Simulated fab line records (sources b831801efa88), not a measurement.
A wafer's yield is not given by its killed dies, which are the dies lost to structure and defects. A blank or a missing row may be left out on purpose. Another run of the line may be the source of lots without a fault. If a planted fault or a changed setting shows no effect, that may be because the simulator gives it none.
Which of the tools did it? + flow gf180mcu + 18 wafers sampled from 6 lots at 1 step of a route of 602

WHAT THE GAUGES READ, wafer by wafer
GF_VT_IMPLANT_OVL_MEAS_40.
| lot  | measured     | on         | VT_IMPLANT_03_OVL (nm) |
|------|--------------|------------|------------------------|
| L596 | day 7 20:19  | overlay-02 | 0.2 1.5 -0.9           |
| L605 | day 10 11:52 | overlay-01 | 1.8 1.3 0.6            |
| L607 | day 10 21:28 | overlay-02 | -0.8 0.7 0.6           |
| L609 | day 11 16:34 | overlay-01 | -1.4 -1.3 1.7          |
| L613 | day 12 15:25 | overlay-02 | 1.1 0.1 0.5            |
| L615 | day 13 07:10 | overlay-02 | -1.1 0.9 -2.4          |

WHAT TOOL EACH LOT RAN ON (gives the tool, then ch and the chambers of the sampled wafers, and finally the start)
Record: no process step prior to these readings.

THE ANSWER, worked out from the rows above alone
Rule: the usual values come from the lots themselves. Put in order of their means at a reading, lots are off if they are a third of the lots or fewer, leave a main group of 4 or more, and stand apart from it by a gap of 3 or more times the standard deviation of the main group's means; of several such gaps the widest counts. The tables above print the reading to a certain number of digits; a main group whose means all agree to those digits is not used. A lot without any number at a reading at which 4 lots or more have one is off too. The other lots that the step has rows for count as sound.
No lot is off on any of the readings shown, so nothing can be concluded from this.

WHAT HAD BEEN PUT IN BY THE SIMULATOR
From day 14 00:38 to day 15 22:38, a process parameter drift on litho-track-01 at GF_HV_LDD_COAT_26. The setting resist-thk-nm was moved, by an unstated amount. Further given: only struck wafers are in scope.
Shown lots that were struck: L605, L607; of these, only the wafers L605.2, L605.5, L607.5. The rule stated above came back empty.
